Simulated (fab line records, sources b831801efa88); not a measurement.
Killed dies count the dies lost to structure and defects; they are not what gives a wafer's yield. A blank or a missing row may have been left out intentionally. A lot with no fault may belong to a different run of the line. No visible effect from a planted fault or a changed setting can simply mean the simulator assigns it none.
A lot that was struck, set against a sound lot / flow sky130 / 40 steps out of a route of 708
Sound: these wafers, L732.2, L732.4, L732.5. Wafers L716.2, L716.3, L716.4 were the ones struck. The cause comes at the end.
At each step with rows: each side's tool, then ch and its chambers, then its first start. Under that, the readings that differ: sound wafers / struck wafers / difference of the means / sigmas: that difference in standard deviations of wafers without a fault.
alike: words and numbers the same on both sides, and readings whose means are apart by under 2 such deviations; not compared: readings that were withheld, readings missing a value for some wafer, numbers with overlapping values and no deviation given by the record, and bounds like >300 which may hide the same value.
The two part at a step that has a row with sigmas, a row that says differs or no value, or rows on one side only. When numbers do not overlap yet have no deviation, they are printed without sigmas and do not part them. A reading that every wafer of one side lacks parts them only if that side has two wafers or more.

first, 3 steps without rows for these wafers: SKY_VIA2_STRIP_17 (strips in post etch residue remover, time 1200 s); SKY_VIA2_CLEAN_18 (cleans in IPA, time 180 s); SKY_VIA2_CLEAN_19 (cleans in O3/DIW).
SKY_VIA2_SPUTTER_20: material TiN, target thk 20 nm, time 80 s.
  struck on pvd sputter-03, day 37 04:02; sound on pvd sputter-02, day 42 07:49
  alike: cathode dc power W, chamber pressure pa, throttle valve pct
SKY_VIA2_CVD_21: deposits W, target thk 420 nm, time 126.4 s.
  sound on cvd w-01 ch 1, day 42 07:52; struck on cvd w-01 ch 0,1, day 37 04:05
reading=heater power w (W); sound=767 756 763; struck=871 852 874; difference=+104; sigmas=+2
SKY_VIA2_RS_MEAS_22: measurement is done with a four-point probe.
  struck on film metro-02, day 37 04:14; sound on film metro-02, day 42 08:01
reading=VIA2_W_RS (ohm/sq); sound=0.2698 0.2713 0.2699; struck=0.2758 0.2780 0.2742; difference=+0.0057; sigmas=+2
SKY_VIA2_THK_MEAS_23: measures by xrf.
  struck on film metro-02, day 37 04:21; sound on film metro-02, day 42 08:08
reading=VIA2_W_THK (nm); sound=437 437 441; struck=415 412 420; difference=-23; sigmas=-3
SKY_VIA2_CMP_24: polishes, stops on SiO2, t overpolish 20 s, target thk 0 nm.
  sound on cmp-01 ch 0,1, day 42 08:14; struck on cmp-02 ch 1,2,3, day 37 04:24
  alike: edge zone pressure frac, motor current A, overpolish run s, retaining ring pressure frac, time to endpoint s
SKY_METAL3_SPUTTER_00: material Ti, target thk 15 nm, time 10 s.
  struck on pvd sputter-04, day 37 04:42; sound on pvd sputter-03, day 42 08:29
  alike: cathode dc power W, chamber pressure pa, throttle valve pct
SKY_METAL3_SPUTTER_01: material TiN, target thk 20 nm, time 16.7 s.
  struck on pvd sputter-04, day 37 04:43; sound on pvd sputter-03, day 42 08:30
  alike: cathode dc power W, chamber pressure pa, throttle valve pct
then, 2 steps without rows for these wafers: SKY_METAL3_SPUTTER_02 (material AlCu, target thk 735 nm, time 39.1 s); SKY_METAL3_SPUTTER_03 (material Ti, target thk 5 nm, time 3.446 s).
SKY_METAL3_SPUTTER_04: material TiN, target thk 70 nm, time 58.3 s.
  struck on pvd sputter-04, day 37 04:48; sound on pvd sputter-03, day 42 08:35
  no value came back on the struck wafers for cathode dc power W (W), chamber pressure pa (Pa), throttle valve pct (%); on the sound wafers cathode dc power W (W) reads 6499.0 6500.7 6496.2
then, 9 steps without rows for these wafers: SKY_CAPM_CVD_00 (deposits SiO2, target thk 15.5 nm); SKY_CAPM_SPUTTER_02 (material TiN, target thk 200 nm, time 166.7 s); SKY_CAPM_DEHYDRATE_05 (time 60 s); SKY_CAPM_HMDS_06 (prime time 60 s); SKY_CAPM_COAT_07 (resist thk 1140 nm); SKY_CAPM_SOFTBAKE_08 (time 60 s); SKY_CAPM_EXPOSE_09 (exposes mask CAPM, target cd 1000 nm); SKY_CAPM_PEB_10; SKY_CAPM_DEVELOP_11 (develop time 60 s).
SKY_CAPM_OVL_MEAS_12:
  struck on overlay-01, day 38 06:46; sound on overlay-01, day 43 06:58
  alike: CAPM_OVL
then, 13 steps without rows for these wafers: SKY_CAPM_METAL_ETCH_13 (etches TiN in Cl2/BCl3, stops on SiO2, target depth 220 nm, time 62.9 s); SKY_CAPM_STRIP_14 (strips in O2/N2); SKY_CAPM_STRIP_15 (strips in post etch residue remover, time 1200 s); SKY_CAPM_CLEAN_16 (cleans in IPA, time 180 s); SKY_CAPM_CLEAN_17 (cleans in O3/DIW); SKY_METAL3_DEHYDRATE_05 (time 60 s); SKY_METAL3_HMDS_06 (prime time 60 s); SKY_METAL3_COAT_07 (resist thk 60 nm); SKY_METAL3_COAT_08 (resist thk 1140 nm); SKY_METAL3_SOFTBAKE_09 (time 90 s); SKY_METAL3_EXPOSE_10 (exposes mask MM3, target cd 300 nm); SKY_METAL3_PEB_11; SKY_METAL3_DEVELOP_12 (develop time 60 s).
SKY_METAL3_CD_MEAS_13: target cd 300 nm.
  struck on cd sem-02, day 39 07:53; sound on cd sem-02, day 44 06:31
  alike: cd nm
SKY_METAL3_OVL_MEAS_14:
  struck on overlay-01, day 39 08:00; sound on overlay-02, day 44 06:37
reading=METAL3_OVL (nm); sound=-13 -14 -7; struck=-2 8 -1; difference=+13; sigmas=+2
then, 1 step without rows for these wafers: SKY_METAL3_DESCUM_15 (chemistry O2, time 8 s).
SKY_METAL3_METAL_ETCH_18: etches the open film in Cl2/BCl3, stops on SiO2, target depth 845 nm, time 183.1 s.
  sound on rie metal-03 ch 0,1, day 44 06:48; struck on rie metal-01 ch 0,1, day 39 08:11
reading=oes product au (a.u.); sound=0.875 0.862 0.864; struck=0.824 0.816 0.820; difference=-0.047; sigmas=-9
  alike: drypump motor current A, throttle valve pct
  not compared: rf hours counter h

== WHERE THEY PART ==
At SKY_VIA2_CVD_21 first; at SKY_METAL3_METAL_ETCH_18 last (within this record only).

WHY: the cause the simulator had injected
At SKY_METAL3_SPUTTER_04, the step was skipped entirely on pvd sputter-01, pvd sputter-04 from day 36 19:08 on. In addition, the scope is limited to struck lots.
